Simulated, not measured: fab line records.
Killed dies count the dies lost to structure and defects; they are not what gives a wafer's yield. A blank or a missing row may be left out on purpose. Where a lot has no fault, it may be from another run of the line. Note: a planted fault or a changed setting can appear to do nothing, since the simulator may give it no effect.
A sampling plan put to the test | flow gf180mcu | one line in one fab, 15 faults in these records, each fault weighed on the records of the lots it struck
What counts as the plan is the set of the line's own looks, namely the steps on the route at which a gauge or an inspection reads a wafer and does not change it. A look is open to judgement when struck wafers have a number at it and the file gives its usual mean and standard deviation on fault-free wafers. Caught: at a look after the fault's first step, the mean of the struck wafers lies 4 or more of those standard deviations (sigma) from the usual mean. On the tool: the identical test, applied to the tool's own readings at the steps of the fault. It also counts as caught if the struck wafers ran another recipe or if their record alone is blank.

== THE FAULTS, as the simulator had put them in ==
1. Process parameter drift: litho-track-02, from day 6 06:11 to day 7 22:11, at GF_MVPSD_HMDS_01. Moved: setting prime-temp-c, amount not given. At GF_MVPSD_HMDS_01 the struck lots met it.
2. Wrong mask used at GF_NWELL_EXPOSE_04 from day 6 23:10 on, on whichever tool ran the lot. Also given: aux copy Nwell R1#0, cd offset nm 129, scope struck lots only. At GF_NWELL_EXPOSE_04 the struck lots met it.
3. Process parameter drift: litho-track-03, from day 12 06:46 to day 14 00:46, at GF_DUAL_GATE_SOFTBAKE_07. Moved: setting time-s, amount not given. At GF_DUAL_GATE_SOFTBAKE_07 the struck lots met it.
4. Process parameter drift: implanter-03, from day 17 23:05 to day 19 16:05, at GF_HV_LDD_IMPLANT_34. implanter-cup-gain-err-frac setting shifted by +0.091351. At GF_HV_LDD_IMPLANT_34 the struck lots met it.
5. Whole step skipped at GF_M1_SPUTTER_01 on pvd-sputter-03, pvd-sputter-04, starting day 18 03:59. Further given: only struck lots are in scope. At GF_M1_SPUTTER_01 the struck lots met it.
6. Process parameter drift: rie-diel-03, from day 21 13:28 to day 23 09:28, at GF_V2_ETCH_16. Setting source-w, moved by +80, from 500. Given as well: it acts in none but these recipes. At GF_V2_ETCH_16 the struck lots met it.
7. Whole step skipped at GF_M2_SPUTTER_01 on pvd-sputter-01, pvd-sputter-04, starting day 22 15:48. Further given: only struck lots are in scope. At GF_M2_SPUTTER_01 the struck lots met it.
8. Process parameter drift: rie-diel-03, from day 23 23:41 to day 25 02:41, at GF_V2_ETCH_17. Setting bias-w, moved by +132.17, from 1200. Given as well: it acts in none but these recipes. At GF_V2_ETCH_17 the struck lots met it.
9. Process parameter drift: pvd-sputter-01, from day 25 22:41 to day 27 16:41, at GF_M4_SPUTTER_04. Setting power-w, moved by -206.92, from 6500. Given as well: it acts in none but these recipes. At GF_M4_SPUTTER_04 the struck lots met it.
10. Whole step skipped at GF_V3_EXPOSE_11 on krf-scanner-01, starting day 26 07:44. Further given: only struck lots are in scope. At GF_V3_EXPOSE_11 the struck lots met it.
11. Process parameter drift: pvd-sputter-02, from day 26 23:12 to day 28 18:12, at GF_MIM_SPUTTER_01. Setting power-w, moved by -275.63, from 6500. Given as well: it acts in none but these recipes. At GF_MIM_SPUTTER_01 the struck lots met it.
12. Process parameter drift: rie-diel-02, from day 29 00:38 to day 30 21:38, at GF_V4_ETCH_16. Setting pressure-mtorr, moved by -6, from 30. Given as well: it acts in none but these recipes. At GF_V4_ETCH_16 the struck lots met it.
13. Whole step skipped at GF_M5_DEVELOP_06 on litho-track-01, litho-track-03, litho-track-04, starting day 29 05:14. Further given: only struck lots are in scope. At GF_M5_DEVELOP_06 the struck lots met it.
14. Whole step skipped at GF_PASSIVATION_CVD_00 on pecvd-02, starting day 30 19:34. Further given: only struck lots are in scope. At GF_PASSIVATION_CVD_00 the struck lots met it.
15. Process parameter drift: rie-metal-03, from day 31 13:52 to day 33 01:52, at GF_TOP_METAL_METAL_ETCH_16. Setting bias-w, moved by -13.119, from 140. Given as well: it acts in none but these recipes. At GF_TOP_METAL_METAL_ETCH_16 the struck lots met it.

== WHAT THE PLAN SAW ==
fault | on the tool itself                               | first look that catches it                      | reading, sigma | median hours from its first step to that look | hours from the fault's start to the first struck lot there | judged looks passed uncaught
1     | prime-temp-c -40 sigma                           | not the one look that can be judged after it    | -              | -                                             | -                                                          | 1
2     | under 2 sigma                                    | not the one look that can be judged after it    | -              | -                                             | -                                                          | 1
3     | run-length-s +35 sigma                           | none of the 2 looks that can be judged after it | -              | -                                             | -                                                          | 2
4     | faraday-current-uA +5.3 sigma                    | not the one look that can be judged after it    | -              | -                                             | -                                                          | 1
5     | the tool's record is blank for the struck wafers | no look after it can be judged                  | -              | -                                             | -                                                          | 0
6     | rf-fwd-power-W +35 sigma                         | no look after it can be judged                  | -              | -                                             | -                                                          | 0
7     | the tool's record is blank for the struck wafers | not the one look that can be judged after it    | -              | -                                             | -                                                          | 1
8     | bias-w +40 sigma                                 | not the one look that can be judged after it    | -              | -                                             | -                                                          | 1
9     | cathode-dc-power-W -99 or beyond sigma           | no look after it can be judged                  | -              | -                                             | -                                                          | 0
10    | no reading that can be judged                    | no look after it can be judged                  | -              | -                                             | -                                                          | 0
11    | cathode-dc-power-W -99 or beyond sigma           | no look after it can be judged                  | -              | -                                             | -                                                          | 0
12    | chamber-pressure-mTorr -99 or beyond sigma       | no look after it can be judged                  | -              | -                                             | -                                                          | 0
13    | the tool's record is blank for the struck wafers | no look after it can be judged                  | -              | -                                             | -                                                          | 0
14    | the tool's record is blank for the struck wafers | no look after it can be judged                  | -              | -                                             | -                                                          | 0
15    | bias-w -39 sigma                                 | no look after it can be judged                  | -              | -                                             | -                                                          | 0
A dash: the fault isn't caught, or these records don't give the number.

Caught at a look: 0 of 15. Caught on the tool: 13 of 15. By one or the other: 13 of 15.
Faults caught by the tool alone: 1, 3, 4, 5, 6, 7, 8, 9, 11, 12, 13, 14, 15.
Caught by neither: faults 2, 10.
